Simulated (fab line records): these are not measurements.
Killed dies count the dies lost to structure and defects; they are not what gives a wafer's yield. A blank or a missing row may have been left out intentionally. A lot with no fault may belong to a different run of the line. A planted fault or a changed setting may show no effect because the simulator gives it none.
Which tool did it?    flow gf180mcu    36 wafers sampled from 12 lots at 1 step of a route of 602

WHAT THE GAUGES SHOWED, per wafer
GF_M4_CD_MEAS_14: the cd target is 280 nm.
lot   measured      on         cd_nm (nm)
L075  day 23 19:17  cd_sem-01  278.6 279.4 278.2
L077  day 24 14:21  cd_sem-01  281.9 281.3 282.1
L079  day 25 03:37  cd_sem-01  280.8 279.8 279.9
L081  day 25 21:36  cd_sem-02  280.4 280.2 279.7
L083  day 26 15:06  cd_sem-01  279.5 279.5 279.5
L085  day 27 04:26  cd_sem-01  280.6 281.4 281.6
L087  day 27 17:43  cd_sem-02  281.2 280.8 280.0
L089  day 28 13:56  cd_sem-02  280.4 280.1 281.1
L091  day 29 01:06  cd_sem-01  278.6 279.0 279.3
L093  day 29 16:14  cd_sem-01  280.0 280.4 280.4
L095  day 30 01:33  cd_sem-01  279.3 278.6 278.7
L097  day 30 15:28  cd_sem-01  279.9 280.8 280.1

WHICH TOOL RAN EACH LOT (tool, then ch and the chambers of the sampled wafers, then the start)
There is no process step in the record ahead of these readings.

THE ANSWER, worked out from the rows above alone
Rule: usual is defined by the lots themselves. The widest of any qualifying gaps counts: lots, ordered by their means at a reading, are off when they make up no more than a third of the lots, leave a main group of 4 or more, and stand apart from it by 3 or more times the standard deviation of that group's means. Not used: any main group whose means are identical at the precision the tables above print for the reading. A lot without any number at a reading at which 4 lots or more have one is off too. The other lots that the step has rows for count as sound.
None of the lots is off at any reading shown; this tells nothing.

WHAT WAS PUT IN BY THE SIMULATOR
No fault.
